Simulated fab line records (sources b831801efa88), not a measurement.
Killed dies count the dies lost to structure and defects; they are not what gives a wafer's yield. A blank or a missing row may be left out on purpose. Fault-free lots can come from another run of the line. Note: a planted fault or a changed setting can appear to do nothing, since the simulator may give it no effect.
Which of the tools did it? ; flow sky130 ; 36 wafers from 12 lots sampled at 5 of the route's 708 steps

WHAT THE GAUGES SHOWED, per wafer
SKY_METAL5_RS_MEAS_05: the measuring method here is four-point-probe. Usual: METAL5_ALCU_RS 0.0271 ohm/sq, standard deviation 0.00034.
lot;measured;on;METAL5_ALCU_RS (ohm/sq);flag
L306;day 43 16:16;film metro-04;0.0275 0.0276 0.0275;
L305;day 43 19:17;film metro-01;0.0269 0.0266 0.0268;
L308;day 44 02:14;film metro-01;0.0269 0.0272 0.0269;
L313;day 45 15:37;film metro-04;0.0263 0.0266 0.0267;
L316;day 46 04:01;film metro-01;0.0272 0.0272 0.0273;
L317;day 46 13:16;film metro-04;0.0268 0.0271 0.0273;
L318;day 46 18:05;film metro-03;0.0274 0.0268 0.0268;
L320;day 47 07:26;film metro-01;0.0269 0.0274 0.0272;
L323;day 48 09:43;film metro-03;0.0273 0.0266 0.0274;
L325;day 48 14:57;film metro-03;0.0277 0.0273 0.0279;
L326;day 48 17:02;film metro-03;0.0273 0.0275 0.0275;
L327;day 48 18:50;film metro-01;0.0266 0.0269 0.0272;

SKY_PASSIVATION_THK_MEAS_03. Usual: PASSIVATION_CVD_02_THK 537 nm, standard deviation 7.7.
lot;measured;on;PASSIVATION_CVD_02_THK (nm);flag
L306;day 44 15:33;film metro-03;526 534 530;
L305;day 44 17:54;film metro-04;531 544 541;
L308;day 44 23:36;film metro-03;537 541 531;
L313;day 46 14:31;film metro-02;545 547 551;
L316;day 47 00:56;film metro-02;535 530 547;
L317;day 47 10:35;film metro-04;534 536 536;
L318;day 47 16:17;film metro-03;559 542 541;
L320;day 48 03:55;film metro-04;530 538 537;
L323;day 49 03:51;film metro-02;528 532 543;
L325;day 49 09:20;film metro-04;529 542 540;
L326;day 49 11:28;film metro-02;543 552 545;
L327;day 49 13:56;film metro-04;534 538 543;

TOOL THAT RAN EACH LOT (tool first, then ch and the chambers of the sampled wafers, then the start)
lot;SKY_METAL5_COAT_09;SKY_METAL5_STRIP_16;SKY_PASSIVATION_CVD_00
L306;litho track-04 ch 0, day 44 02:34;plasma asher-03 ch 0,1, day 44 14:39;pecvd-03 ch 0,1,2, day 44 15:14
L305;litho track-01 ch 0, day 44 05:03;plasma asher-03 ch 0,1, day 44 16:43;pecvd-02 ch 0,1,2, day 44 17:35
L308;litho track-01 ch 0, day 44 13:45;plasma asher-02 ch 0,1, day 44 22:42;pecvd-04 ch 0,1,2, day 44 23:17
L313;litho track-04 ch 0, day 46 01:37;plasma asher-03 ch 0,1, day 46 13:14;pecvd-04 ch 0,1,2, day 46 14:11
L316;litho track-02 ch 0, day 46 14:33;plasma asher-03 ch 0, day 46 23:57;pecvd-02 ch 0,1,2, day 47 00:37
L317;litho track-02 ch 0, day 46 22:09;plasma asher-04 ch 0,1, day 47 09:39;pecvd-03 ch 0,1,2, day 47 10:16
L318;litho track-01 ch 0, day 47 04:43;plasma asher-04 ch 0,1, day 47 14:55;pecvd-03 ch 0,1,2, day 47 15:55
L320;litho track-01 ch 0, day 47 16:24;plasma asher-03 ch 0,1, day 48 02:59;pecvd-02 ch 1,2, day 48 03:35
L323;litho track-04 ch 0, day 48 17:29;plasma asher-04 ch 0,1, day 49 02:56;pecvd-02 ch 0,2, day 49 03:32
L325;litho track-01 ch 0, day 48 23:49;plasma asher-02 ch 0,1, day 49 08:19;pecvd-04 ch 0,2, day 49 09:01
L326;litho track-04 ch 0, day 49 01:44;plasma asher-02 ch 0,1, day 49 10:34;pecvd-03 ch 0,1, day 49 11:10
L327;litho track-04 ch 0, day 49 03:50;plasma asher-02 ch 0,1, day 49 13:00;pecvd-02 ch 0,1, day 49 13:38
- SKY_METAL5_COAT_09: resist thk 1800 nm.
- SKY_METAL5_STRIP_16: strips in O2/N2.
- SKY_PASSIVATION_CVD_00: deposits SiO2, target thk 90 nm.

WHAT THE TOOLS THEMSELVES READ (means of the sampled wafers that have a number; where no wafer has one, the mark that the record gives instead)
SKY_METAL5_STRIP_16. Usual: drypump motor current A 5.6 A, standard deviation 0.47; oes product au 0.710 a.u., standard deviation 0.0049; strip time to endpoint s 13.19 s, standard deviation 0.22.
lot;tool;drypump motor current A (A);oes product au (a.u.);strip time to endpoint s (s);flag
L306;plasma asher-03;5.4;0.714;13.20;
L305;plasma asher-03;5.8;0.710;13.46;
L308;plasma asher-02;5.3;0.713;13.37;
L313;plasma asher-03;5.8;0.713;13.04;
L316;plasma asher-03;6.1;0.708;14.72;OFF
L317;plasma asher-04;6.0;0.712;14.28;OFF
L318;plasma asher-04;6.0;0.710;12.79;
L320;plasma asher-03;5.8;0.709;13.22;
L323;plasma asher-04;6.0;0.710;13.39;
L325;plasma asher-02;5.3;0.712;13.12;
L326;plasma asher-02;5.1;0.708;13.14;
L327;plasma asher-02;5.4;0.709;13.24;

SKY_PASSIVATION_CVD_00. Usual: heater power w reads 690 W (standard deviation 99).
lot;tool;heater power w (W);flag
L306;pecvd-03;704;
L305;pecvd-02;759;
L308;pecvd-04;661;
L313;pecvd-04;623;
L316;pecvd-02;672;
L317;pecvd-03;711;
L318;pecvd-03;732;
L320;pecvd-02;711;
L323;pecvd-02;762;
L325;pecvd-04;711;
L326;pecvd-03;614;
L327;pecvd-02;708;

THE ANSWER, worked out from the rows above alone
Rule: a lot is off if the mean of its wafers that have a number lies more than 3 standard deviations from the usual mean. A lot without any number at a reading at which 4 lots or more have one is off too. Any other lot the step has rows for is counted as sound. After the gauges, taken in route order, come the tools' own readings; for these a lot's mean is taken, as printed above. At the first step where some lot is off, the reading lying furthest off is the one used; lots without a number count as furthest.
Off: L316, L317, at SKY_METAL5_STRIP_16 (strip time to endpoint s).
A tool fits if, at that step or a process step before it, it ran every lot that is off, and no sound lot after the first of them. One fits: SKY_METAL5_COAT_09 on litho track-02. It ran no sound lot before its first lot that is off in this sample, so the start can't be narrowed down.

WHAT HAD BEEN PUT IN BY THE SIMULATOR
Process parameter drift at SKY_METAL5_COAT_09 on litho track-02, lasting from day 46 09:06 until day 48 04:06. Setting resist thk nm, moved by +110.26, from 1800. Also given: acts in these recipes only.
Shown lots that were struck: L316, L317. The same result came from the rule above.
